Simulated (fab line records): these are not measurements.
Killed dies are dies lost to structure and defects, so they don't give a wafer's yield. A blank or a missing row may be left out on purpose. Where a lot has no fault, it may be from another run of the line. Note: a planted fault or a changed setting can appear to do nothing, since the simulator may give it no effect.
Chamber matching :: flow sky130 :: SKY_CAPM_CVD_00 on pecvd-01 has 3 sister chambers
The step deposits SiO2, target thk 15.5 nm. 6 wafers are shown with their chamber, then 8 later ones without.

== WAFERS WITH THEIR CHAMBER ==
wafer: L081.4
chamber: 2
heaterPowerW (W): 718

wafer: L081.6
chamber: 1
heaterPowerW (W): 800

wafer: L082.1
chamber: 2
heaterPowerW (W): 689

wafer: L082.4
chamber: 1
heaterPowerW (W): 854

wafer: L082.5
chamber: 0
heaterPowerW (W): 549

wafer: L084.2
chamber: 0
heaterPowerW (W): 597

== WAFERS WHOSE CHAMBER IS MISSING ==
wafer: L084.5
heaterPowerW (W): 573

wafer: L084.6
heaterPowerW (W): 784

wafer: L095.1
heaterPowerW (W): 566

wafer: L095.2
heaterPowerW (W): 864

wafer: L095.5
heaterPowerW (W): 548

wafer: L096.1
heaterPowerW (W): 833

wafer: L096.3
heaterPowerW (W): 633

wafer: L096.4
heaterPowerW (W): 862

== EACH ONE'S CHAMBER ==
wafer: L084.5
from the rows above: 0
in truth: 0

wafer: L084.6
from the rows above: can't be placed: 1 or 2
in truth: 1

wafer: L095.1
from the rows above: 0
in truth: 0

wafer: L095.2
from the rows above: 1
in truth: 1

wafer: L095.5
from the rows above: 0
in truth: 0

wafer: L096.1
from the rows above: 1
in truth: 1

wafer: L096.3
from the rows above: can't be placed: 0 or 2
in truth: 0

wafer: L096.4
from the rows above: 1
in truth: 1
Correctly placed: 6 of 8. Can't be placed from these rows: 2 (the true chamber is among the candidates in 2). Placed wrongly: 0.
How it was worked out, from the rows above alone: a wafer's distance from a chamber is the root of the sum, over the readings, of the square of ((its reading less the chamber's mean) divided by the reading's scatter). The wafer belongs to the nearest chamber; if the next one is less than 2 further off, it can't be placed. For every chamber, the mean is computed from those of its wafers that are shown. How the scatter is found: for the shown wafers, subtract from each reading the mean of its chamber, square and add these, divide the total by (wafers less chambers), then take the root.
